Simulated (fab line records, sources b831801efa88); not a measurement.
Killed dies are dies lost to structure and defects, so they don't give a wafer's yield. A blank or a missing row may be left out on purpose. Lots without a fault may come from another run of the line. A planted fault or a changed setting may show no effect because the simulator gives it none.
fab line records | flow sky130 | part 1 of 2: steps 1 to 25 of 36
record lots=5 wafers=15 last_day=49
route steps=708 shown VIA2@520 METAL3@532 CAPM@537
lots that met no fault: from a run of the same line without faults
start_h: hours from the record's first day to the start of the lot's first wafer shown | wait_h: hours since the lot's step before | " the same as in the row above | L1.1+2: a row that stands for several wafers | - no value, or no start given | * or withheld: withheld | < > ~ a bound
route shown NAME@n: a module of which the file shows steps, and the number in the route of the first | usual: mean/standard deviation of fault-free wafers | same: alike in all rows | chamber/n: place in a boat | sites: the reading at each site | _std_site: their standard deviation | _edge_site: outer sites' mean less inner sites' | radius_mm: how far each site lies from the wafer's centre | mask NAME#n: copy n | behind: the tool/chamber that last shaped the wafer | hold: why the lot was held/for how many hours/how that ended | device: the transistor (n, p or np) that didn't switch | end of line: the same wafers' tests at the end of the route | a step without rows: its recipe alone | killed: dies lost to structure and defects at the first sort, not the wafer's yield | map: a wafer's dies, x killed, . not, _ none there
set.NAME: the setting as run; set.NAME@STEP: as run at that earlier step | model.NAME: the simulator's own value behind a step, which no gauge read
lots at some steps of the route; a table a step, a row a wafer
services: from which hour (start_h, from the record's first day; less than 0 if before it) a tool's chamber was out of use, for how many hours, and why
## steps
# step SKY_VIA2_OVL_MEAS_13
# usual VIA2_OVL=-3/4.7
# columns lot.wafer tool chamber start_h wait_h VIA2_OVL[nm]
L075.2 overlay-02 - 852.77 0.1 3
L075.5 " - " " 12
L075.6 " - " " 6
L083.1 overlay-02 - 915.56 0.1 -10
L083.2 " - " " -8
L083.4 " - " " -4
L086.1 overlay-02 - 942.82 0.1 -5
L086.4 " - " " -7
L086.6 " - " " -9
L092.3 overlay-02 - 969.43 0.1 4
L092.5 " - " " 1
L092.6 " - " " -3
L094.1 overlay-02 - 993.76 0.1 -8
L094.2 " - " " 0
L094.4 " - " " 5
# step SKY_VIA2_ETCH_14
# recipe chemistry=N2/H2 target=BARC ion_energy_ev=200 source_w=500 bias_w=100 pressure_mtorr=30 n2_flow_sccm=100 h2_flow_sccm=200 stop_on=SiO2 time_s=45.9 target_depth_a=600
# usual drypump_motor_current_A=6.0/0.63 oes_product_au=0.856/0.0048 throttle_valve_pct=13.225/0.0091
# columns lot.wafer tool chamber start_h wait_h drypump_motor_current_A oes_product_au rf_hours_counter_h throttle_valve_pct
L075.2 rie_diel-01 0 852.80 0.0 6.6 0.853 7 13.233
L075.5 " 3 " " 5.7 0.851 - 13.220
L075.6 " 0 " " 6.6 0.847 - 13.216
L083.1 rie_diel-04 0 915.59 0.0 5.8 0.851 10 13.233
L083.2 " 3 " " 5.1 0.848 16 13.214
L083.4 " 2 " " 6.8 0.860 7 13.211
L086.1 rie_diel-01 0 942.85 0.0 6.6 0.857 10 13.253
L086.4 " 2 " " 5.3 0.856 - 13.219
L086.6 " 3 " " 5.7 0.852 - 13.217
L092.3 rie_diel-04 2 969.45 0.0 6.8 0.852 9 13.219
L092.5 " 2 " " 6.8 0.856 - 13.228
L092.6 " 1 " " 6.8 0.853 - 13.208
L094.1 rie_diel-02 2 993.80 0.0 6.4 0.849 18 13.231
L094.2 " 3 " " 5.6 0.854 6 13.225
L094.4 " 1 " " 6.0 0.852 19 13.211
# step SKY_VIA2_ETCH_15
# recipe target=SiO2 chemistry=C4F8/O2/Ar target_depth_nm=546 stop_on=TiN mask_material=KrF-thick source_w=1500 bias_w=1200 pressure_mtorr=40 c4f8_flow_sccm=withheld O2_flow_sccm=6 Ar_flow_sccm=300 time_s=84
# usual oes_product_au=0.938/0.0049
# columns lot.wafer tool chamber start_h wait_h oes_product_au rf_hours_counter_h
L075.2 rie_diel-01 0 852.84 0.0 0.933 7
L075.5 " 3 " " 0.932 -
L075.6 " 0 " " 0.937 -
L083.1 rie_diel-04 0 915.64 0.0 0.936 10
L083.2 " 3 " " 0.931 16
L083.4 " 2 " " 0.937 7
L086.1 rie_diel-01 0 942.89 0.0 0.936 10
L086.4 " 2 " " 0.946 -
L086.6 " 3 " " 0.940 -
L092.3 rie_diel-04 2 969.49 0.0 0.940 9
L092.5 " 2 " " 0.944 -
L092.6 " 1 " " 0.937 -
L094.1 rie_diel-02 2 993.84 0.0 0.934 18
L094.2 " 3 " " 0.936 6
L094.4 " 1 " " 0.926 19
# step SKY_VIA2_STRIP_16
# recipe chemistry=O2/N2 power_w=1400 pressure_mtorr=1500 platen_temp_c=withheld o2_flow_sccm=3000 n2_flow_sccm=300 overash_fraction=0.5
# usual drypump_motor_current_A=5.9/0.53 oes_product_au=0.399/0.0047 strip_time_to_endpoint_s=4.046/0.024
# columns lot.wafer tool chamber start_h wait_h drypump_motor_current_A oes_product_au rf_hours_counter_h strip_time_to_endpoint_s
L075.2 plasma_asher-04 0 852.91 0.0 6.6 0.392 105 4.005
L075.5 " 1 " " 5.7 0.394 - 4.025
L075.6 " 0 " " 6.6 0.397 - 4.018
L083.1 plasma_asher-01 0 915.70 0.0 4.9 0.394 47 4.018
L083.2 " 1 " " 6.3 0.400 47 4.046
L083.4 " 1 " " 6.3 0.399 - 4.052
L086.1 plasma_asher-04 0 942.96 0.0 6.6 0.405 114 4.053
L086.4 " 1 " " 5.8 0.391 - 4.068
L086.6 " 0 " " 6.6 0.399 - 4.038
L092.3 plasma_asher-02 1 969.59 0.1 5.5 0.401 - 4.053
L092.5 " 1 " " 5.5 0.395 - 4.043
L092.6 " 0 " " 5.9 0.390 - 4.085
L094.1 plasma_asher-02 0 993.90 0.0 5.9 0.401 85 4.053
L094.2 " 1 " " 5.5 0.396 85 4.002
L094.4 " 1 " " 5.5 0.398 - 4.042
# step SKY_VIA2_STRIP_17
# recipe chemistry=post_etch_residue_remover time_s=1200 temp_c=72.5
# columns lot.wafer tool chamber start_h wait_h
L075.2+5+6 wet_bench-01 0 853.01 0.1
L083.1+2+4 wet_bench-01 1 915.80 0.1
L086.1+4+6 wet_bench-01 2 943.06 0.1
L092.3+5+6 wet_bench-03 2 969.73 0.1
L094.1+2+4 wet_bench-01 1 994.00 0.1
# step SKY_VIA2_CLEAN_18
# recipe chemistry=IPA time_s=180 temp_c=25
# columns lot.wafer tool chamber start_h wait_h
L075.2+5+6 wet_bench-03 1 853.35 0.0
L083.1+2+4 wet_bench-03 0 916.17 0.0
L086.1+4+6 wet_bench-04 1 943.40 0.0
L092.3+5+6 wet_bench-04 1 970.07 0.0
L094.1+2+4 wet_bench-04 1 994.37 0.0
# step SKY_VIA2_CLEAN_19
# recipe chemistry=O3/DIW dry=n2_spin
# columns lot.wafer tool chamber start_h wait_h
L075.2+5+6 wet_bench-01 1 853.41 0.0
L083.1+2+4 wet_bench-03 0 916.23 0.0
L086.1+4+6 wet_bench-03 3 943.46 0.0
L092.3+5+6 wet_bench-03 3 970.13 0.0
L094.1+2+4 wet_bench-01 1 994.43 0.0
# step SKY_VIA2_SPUTTER_20
# recipe material=TiN target_thk_nm=20 chamber_pressure_pa=5 power_w=4000 time_s=80
# usual throttle_valve_pct=30.2/1
# columns lot.wafer tool chamber start_h wait_h throttle_valve_pct
L075.2 pvd_sputter-01 - 853.50 0.0 30.6
L075.5 " - " " 31.5
L075.6 " - " " 30.4
L083.1 pvd_sputter-04 - 916.32 0.0 29.6
L083.2 " - " " 30.5
L083.4 " - " " 29.6
L086.1 pvd_sputter-04 - 943.55 0.0 30.5
L086.4 " - " " 29.6
L086.6 " - " " 30.5
L092.3 pvd_sputter-02 - 970.22 0.0 27.7
L092.5 " - " " 29.0
L092.6 " - " " 32.7
L094.1 pvd_sputter-04 - 994.53 0.0 30.6
L094.2 " - " " 29.6
L094.4 " - " " 30.6
# step SKY_VIA2_CVD_21
# recipe material=W target_thk_nm=420 time_s=126.4 temp_c=400 pressure_torr=40
# usual heater_power_outer_w=580/33 heater_power_w=940/76
# columns lot.wafer tool chamber start_h wait_h heater_power_outer_w heater_power_w
L075.2 cvd_w-01 1 853.56 0.0 585 915
L075.5 " 1 " " 590 931
L075.6 " 0 " " 545 863
L083.1 cvd_w-02 0 916.38 0.0 556 922
L083.2 " 1 " " 619 1066
L083.4 " 0 " " 558 908
L086.1 cvd_w-02 0 943.61 0.0 570 916
L086.4 " 0 " " 561 905
L086.6 " 0 " " 577 917
L092.3 cvd_w-01 0 970.33 0.1 552 868
L092.5 " 1 " " 559 858
L092.6 " 0 " " 559 872
L094.1 cvd_w-01 0 994.59 0.0 552 856
L094.2 " 1 " " 582 886
L094.4 " 0 " " 545 880
# step SKY_VIA2_RS_MEAS_22
# recipe thk_meas_gauge=four-point-probe reads=W_of_VIA2_CVD_21+TiN_of_VIA2_SPUTTER_20
# usual VIA2_W_RS=0.274/0.0033
# columns lot.wafer tool chamber start_h wait_h VIA2_W_RS[ohm/sq]
L075.2 film_metro-04 - 853.71 0.1 0.275
L075.5 " - " " 0.272
L075.6 " - " " 0.276
L083.1 film_metro-03 - 916.51 0.1 0.271
L083.2 " - " " 0.271
L083.4 " - " " 0.270
L086.1 film_metro-03 - 943.74 0.1 0.270
L086.4 " - " " 0.274
L086.6 " - " " 0.271
L092.3 film_metro-02 - 970.45 0.1 0.278
L092.5 " - " " 0.273
L092.6 " - " " 0.276
L094.1 film_metro-02 - 994.72 0.1 0.276
L094.2 " - " " 0.276
L094.4 " - " " 0.274
# step SKY_VIA2_THK_MEAS_23
# recipe thk_meas_gauge=xrf reads=W_of_VIA2_CVD_21
# usual VIA2_W_THK=418/9
# columns lot.wafer tool chamber start_h wait_h VIA2_W_THK[nm]
L075.2 film_metro-04 - 853.82 0.1 405
L075.5 " - " " 407
L075.6 " - " " 402
L083.1 film_metro-03 - 916.63 0.1 423
L083.2 " - " " 427
L083.4 " - " " 426
L086.1 film_metro-03 - 943.86 0.1 424
L086.4 " - " " 418
L086.6 " - " " 418
L092.3 film_metro-02 - 970.55 0.1 412
L092.5 " - " " 418
L092.6 " - " " 414
L094.1 film_metro-02 - 994.84 0.1 419
L094.2 " - " " 422
L094.4 " - " " 423
# step SKY_VIA2_CMP_24
# recipe stop_on=SiO2 t_overpolish_s=20 down_force_psi=3.5 platen_rpm=60 target_thk_nm=0 pad_velocity_m_s=0.94248
# usual motor_current_A=10.6/1 overpolish_run_s=20.000/0.0088 time_to_endpoint_s=99/4.6
# columns lot.wafer tool chamber start_h wait_h motor_current_A overpolish_run_s time_to_endpoint_s
L075.2 cmp-02 2 853.92 0.1 9.6 19.999 92
L075.5 " 1 " " 9.8 20.009 100
L075.6 " 2 " " 10.0 19.989 93
L083.1 cmp-02 3 916.69 0.1 12.5 20.000 94
L083.4 " 0 " " 11.3 20.005 97
L083.2 " 1 " " 8.9 20.003 101
L086.4 cmp-01 3 943.97 0.1 9.8 19.996 105
L086.1 " 1 " " 11.2 20.019 102
L086.6 " 3 " " 9.5 19.992 105
L092.3 cmp-01 0 970.79 0.2 10.6 20.002 100
L092.5 " 1 " " 10.8 20.010 103
L092.6 " 2 " " 11.5 20.014 97
L094.4 cmp-02 0 994.95 0.1 11.1 20.020 103
L094.2 " 1 " " 8.8 19.993 104
L094.1 " 2 " " 10.0 20.011 95
# step SKY_METAL3_SPUTTER_00
# recipe material=Ti target_thk_nm=15 power_w=3000 time_s=10 chamber_pressure_pa=0.4
# usual throttle_valve_pct=30.1/0.85
# columns lot.wafer tool chamber start_h wait_h throttle_valve_pct
L075.2 pvd_sputter-03 - 854.17 0.2 31.4
L075.5 " - " " 28.9
L075.6 " - " " 30.0
L083.1 pvd_sputter-03 - 916.99 0.2 30.0
L083.2 " - " " 28.7
L083.4 " - " " 30.0
L086.1 pvd_sputter-03 - 944.22 0.1 29.2
L086.4 " - " " 29.4
L086.6 " - " " 29.9
L092.3 pvd_sputter-01 - 970.94 0.1 30.5
L092.5 " - " " 30.3
L092.6 " - " " 31.3
L094.1 pvd_sputter-01 - 995.20 0.1 30.3
L094.2 " - " " 29.2
L094.4 " - " " 31.4
# step SKY_METAL3_SPUTTER_01
# recipe material=TiN target_thk_nm=20 power_w=6500 time_s=16.7 chamber_pressure_pa=0.4
# usual throttle_valve_pct=30.1/0.86
# columns lot.wafer tool chamber start_h wait_h throttle_valve_pct
L075.2 pvd_sputter-03 - 854.19 0.0 31.4
L075.5 " - " " 28.7
L075.6 " - " " 30.0
L083.1 pvd_sputter-03 - 917.02 0.0 30.1
L083.2 " - " " 28.6
L083.4 " - " " 30.0
L086.1 pvd_sputter-03 - 944.24 0.0 28.7
L086.4 " - " " 29.6
L086.6 " - " " 30.3
L092.3 pvd_sputter-01 - 970.96 0.0 30.6
L092.5 " - " " 30.5
L092.6 " - " " 31.4
L094.1 pvd_sputter-01 - 995.23 0.0 30.4
L094.2 " - " " 29.4
L094.4 " - " " 31.5
# step SKY_METAL3_SPUTTER_02
# recipe material=AlCu target_thk_nm=735 power_w=10600 time_s=39.1 chamber_pressure_pa=0.4
# usual throttle_valve_pct=30.1/0.86
# columns lot.wafer tool chamber start_h wait_h throttle_valve_pct
L075.2 pvd_sputter-03 - 854.22 0.0 31.4
L075.5 " - " " 28.5
L075.6 " - " " 29.7
L083.1 pvd_sputter-03 - 917.04 0.0 30.0
L083.2 " - " " 28.7
L083.4 " - " " 29.9
L086.1 pvd_sputter-03 - 944.27 0.0 28.7
L086.4 " - " " 29.3
L086.6 " - " " 30.0
L092.3 pvd_sputter-01 - 970.99 0.0 30.6
L092.5 " - " " 30.4
L092.6 " - " " 31.3
L094.1 pvd_sputter-01 - 995.25 0.0 30.5
L094.2 " - " " 29.2
L094.4 " - " " 31.6
# step SKY_METAL3_SPUTTER_03
# recipe material=Ti target_thk_nm=5 power_w=3000 time_s=3.3 chamber_pressure_pa=0.4
# usual throttle_valve_pct=30.1/0.86
# columns lot.wafer tool chamber start_h wait_h throttle_valve_pct
L075.2 pvd_sputter-03 - 854.26 0.0 31.2
L075.5 " - " " 28.6
L075.6 " - " " 29.9
L083.1 pvd_sputter-03 - 917.08 0.0 29.8
L083.2 " - " " 29.0
L083.4 " - " " 30.1
L086.1 pvd_sputter-03 - 944.31 0.0 28.8
L086.4 " - " " 29.5
L086.6 " - " " 29.8
L092.3 pvd_sputter-01 - 971.03 0.0 30.7
L092.5 " - " " 30.3
L092.6 " - " " 31.2
L094.1 pvd_sputter-01 - 995.29 0.0 30.6
L094.2 " - " " 29.4
L094.4 " - " " 31.3
# step SKY_METAL3_SPUTTER_04
# recipe material=TiN target_thk_nm=70 power_w=6500 time_s=58.3 chamber_pressure_pa=0.4
# usual throttle_valve_pct=30.1/0.86
# columns lot.wafer tool chamber start_h wait_h throttle_valve_pct
L075.2 pvd_sputter-03 - 854.27 0.0 31.5
L075.5 " - " " 28.6
L075.6 " - " " 30.1
L083.1 pvd_sputter-03 - 917.10 0.0 30.0
L083.2 " - " " 28.7
L083.4 " - " " 30.1
L086.1 pvd_sputter-03 - 944.32 0.0 28.6
L086.4 " - " " 29.4
L086.6 " - " " 29.9
L092.3 pvd_sputter-01 - 971.05 0.0 30.5
L092.5 " - " " 30.5
L092.6 " - " " 31.3
L094.1 pvd_sputter-01 - 995.31 0.0 30.5
L094.2 " - " " 29.1
L094.4 " - " " 31.3
# step SKY_CAPM_CVD_00
# recipe material=SiO2 target_thk_nm=15.5 temp_c=400 time_s=withheld rf_w=450
# usual heater_power_outer_w=446/80 heater_power_w=764/99
# columns lot.wafer tool chamber start_h wait_h heater_power_outer_w heater_power_w
L075.2 pecvd-04 2 854.32 0.0 375 719
L075.5 " 2 " " 378 727
L075.6 " 0 " " 556 850
L083.1 pecvd-04 0 917.15 0.0 437 703
L083.2 " 1 " " 381 760
L083.4 " 0 " " 453 705
L086.1 pecvd-02 1 944.37 0.0 526 892
L086.4 " 2 " " 401 651
L086.6 " 0 " " 448 697
L092.3 pecvd-02 2 971.10 0.0 388 635
L092.5 " 2 " " 384 606
L092.6 " 1 " " 545 902
L094.1 pecvd-02 2 995.36 0.0 430 665
L094.2 " 0 " " 462 726
L094.4 " 1 " " 544 896
# step SKY_CAPM_THK_MEAS_01
# recipe reads=SiO2_of_CAPM_CVD_00
# usual CAPM_CVD_00_THK=15.59/0.22
# columns lot.wafer tool chamber start_h wait_h CAPM_CVD_00_THK[nm]
L075.2 film_metro-03 - 854.36 - 15.31
L075.5 " - " " 15.59
L075.6 " - " " 15.86
L083.1 film_metro-03 - 917.17 - 15.94
L083.2 " - " " 15.80
L083.4 " - " " 15.92
L086.1 film_metro-01 - 944.40 - 15.72
L086.4 " - " " 15.56
L086.6 " - " " 15.81
L092.3 film_metro-01 - 971.14 - 15.40
L092.5 " - " " 15.54
L092.6 " - " " 15.93
L094.1 film_metro-01 - 995.38 - 15.47
L094.2 " - " " 15.45
L094.4 " - " " 15.71
# step SKY_CAPM_SPUTTER_02
# recipe material=TiN target_thk_nm=200 temp_c=300 power_w=6500 time_s=166.7 chamber_pressure_pa=0.4
# usual throttle_valve_pct=29.8/1.4
# columns lot.wafer tool chamber start_h wait_h throttle_valve_pct
L075.2 pvd_sputter-03 - 854.41 0.0 28.9
L075.5 " - " " 29.8
L075.6 " - " " 31.2
L083.1 pvd_sputter-02 - 917.23 0.1 32.5
L083.2 " - " " 27.6
L083.4 " - " " 29.8
L086.1 pvd_sputter-04 - 944.46 0.1 30.8
L086.4 " - " " 29.7
L086.6 " - " " 30.9
L092.3 pvd_sputter-02 - 971.18 0.0 27.8
L092.5 " - " " 29.5
L092.6 " - " " 27.7
L094.1 pvd_sputter-04 - 995.44 0.1 30.7
L094.2 " - " " 29.8
L094.4 " - " " 30.6
# step SKY_CAPM_RS_MEAS_03
# recipe thk_meas_gauge=four-point-probe reads=TiN_of_CAPM_SPUTTER_02
# usual CAPM_TIN_RS=6.90/0.12
# columns lot.wafer tool chamber start_h wait_h CAPM_TIN_RS[ohm/sq]
L075.2 film_metro-03 - 854.53 0.1 6.89
L075.5 " - " " 6.95
L075.6 " - " " 6.97
L083.1 film_metro-02 - 917.34 0.1 6.73
L083.2 " - " " 6.91
L083.4 " - " " 7.08
L086.1 film_metro-02 - 944.56 0.1 6.83
L086.4 " - " " 6.86
L086.6 " - " " 6.84
L092.3 film_metro-02 - 971.33 0.1 6.83
L092.5 " - " " 7.00
L092.6 " - " " 6.84
L094.1 film_metro-02 - 995.55 0.1 7.04
L094.2 " - " " 7.00
L094.4 " - " " 7.04
# step SKY_CAPM_THK_MEAS_04
# recipe thk_meas_gauge=xrf reads=TiN_of_CAPM_SPUTTER_02
# usual CAPM_TIN_THK=201/3.5
# columns lot.wafer tool chamber start_h wait_h CAPM_TIN_THK[nm]
L075.2 film_metro-03 - 854.64 0.1 199
L075.5 " - " " 198
L075.6 " - " " 197
L083.1 film_metro-02 - 917.46 0.1 206
L083.2 " - " " 201
L083.4 " - " " 196
L086.1 film_metro-02 - 944.68 0.1 204
L086.4 " - " " 203
L086.6 " - " " 203
L092.3 film_metro-02 - 971.43 0.1 204
L092.5 " - " " 199
L092.6 " - " " 204
L094.1 film_metro-02 - 995.67 0.1 198
L094.2 " - " " 199
L094.4 " - " " 198
# step SKY_CAPM_DEHYDRATE_05
# recipe temp_c=200 time_s=60
# usual chill_plate_temp_C=23.02/0.1
# columns lot.wafer tool chamber start_h wait_h chill_plate_temp_C
L075.2 litho_track-01 0 866.11 11.5 22.97
L075.5 " 0 " " 22.86
L075.6 " 0 " " 22.85
L083.1 litho_track-03 0 929.50 12.0 22.92
L083.2 " 0 " " 22.93
L083.4 " 0 " " 22.99
L086.1 litho_track-02 0 956.65 12.0 22.93
L086.4 " 0 " " 23.00
L086.6 " 0 " " 22.96
L092.3 litho_track-01 0 983.74 12.3 22.98
L092.5 " 0 " " 23.03
L092.6 " 0 " " 23.10
L094.1 litho_track-01 0 1007.19 11.5 23.18
L094.2 " 0 " " 23.01
L094.4 " 0 " " 23.12
# step SKY_CAPM_HMDS_06
# recipe prime_time_s=60 prime_temp_c=120
# usual chill_plate_temp_C=22.99/0.11
# same prime_time_s=60
# columns lot.wafer tool chamber start_h wait_h chill_plate_temp_C
L075.2 litho_track-01 0 866.26 0.1 23.12
L075.5 " 0 " " 23.00
L075.6 " 0 " " 23.07
L083.1 litho_track-03 0 929.65 0.1 23.24
L083.2 " 0 " " 23.07
L083.4 " 0 " " 23.09
L086.1 litho_track-02 0 956.80 0.1 23.04
L086.4 " 0 " " 23.25
L086.6 " 0 " " 23.20
L092.3 litho_track-01 0 983.89 0.1 23.13
L092.5 " 0 " " 22.94
L092.6 " 0 " " 23.06
L094.1 litho_track-01 0 1007.34 0.1 22.88
L094.2 " 0 " " 23.03
L094.4 " 0 " " 23.02
# step SKY_CAPM_COAT_07
# recipe resist=NOVOLAK spin_rpm=3000 resist_thk_nm=1140
# usual chill_plate_temp_C=22.98/0.11
# columns lot.wafer tool chamber start_h wait_h chill_plate_temp_C
L075.2 litho_track-01 0 866.41 0.1 23.16
L075.5 " 0 " " 23.00
L075.6 " 0 " " 23.22
L083.1 litho_track-03 0 929.80 0.1 23.08
L083.2 " 0 " " 22.87
L083.4 " 0 " " 22.88
L086.1 litho_track-02 0 956.95 0.1 22.86
L086.4 " 0 " " 22.82
L086.6 " 0 " " 22.95
L092.3 litho_track-01 0 984.04 0.1 23.03
L092.5 " 0 " " 23.00
L092.6 " 0 " " 23.02
L094.1 litho_track-01 0 1007.49 0.1 22.77
L094.2 " 0 " " 22.96
L094.4 " 0 " " 23.02
